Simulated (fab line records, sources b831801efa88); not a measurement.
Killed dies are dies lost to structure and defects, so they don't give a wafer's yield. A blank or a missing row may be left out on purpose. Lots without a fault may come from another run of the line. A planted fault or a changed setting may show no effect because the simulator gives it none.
Chamber matching | flow gf180mcu | GF_MIM_CVD_05 on pecvd-03: 3 sister chambers
The step deposits Si3N4, target thk 42 nm, time 29.086 s. 3 wafers are shown with their chamber, then 8 later ones without.

WAFERS WITH THEIR CHAMBER
wafer  | chamber | heater_power_w (W)
L087.5 | 0       | 771
L087.6 | 2       | 573
L089.1 | 1       | 653

WAFERS WITHOUT THEIR CHAMBER
wafer  | heater_power_w (W)
L089.2 | 685
L089.3 | 558
L090.1 | 674
L090.4 | 688
L090.6 | 666
L094.2 | 612
L094.3 | 591
L094.4 | 639

WHICH CHAMBER EACH WENT THROUGH
wafer  | from the rows above     | in truth
L089.2 | 1                       | 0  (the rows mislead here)
L089.3 | 2                       | 2
L090.1 | 1                       | 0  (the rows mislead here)
L090.4 | can't be placed: 1 or 0 | 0
L090.6 | 1                       | 1
L094.2 | can't be placed: 2 or 1 | 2
L094.3 | can't be placed: 2 or 1 | 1
L094.4 | 1                       | 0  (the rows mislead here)
Placed correctly: 2 of 8. Can't be placed from these rows: 3 (the true chamber is among the candidates in 3). Placed wrongly: 3.
How it was worked out, from the rows above alone: a wafer's distance from a chamber is the root of the sum, over the readings, of the square of ((its reading less the chamber's mean) divided by the reading's scatter). The wafer belongs to the nearest chamber; if the next one is less than 2 further off, it can't be placed. A chamber's mean is the mean of its shown wafers. The scatter: with one shown wafer a chamber, the root of the mean of the squares of how far each hidden wafer lies from its nearest shown one.
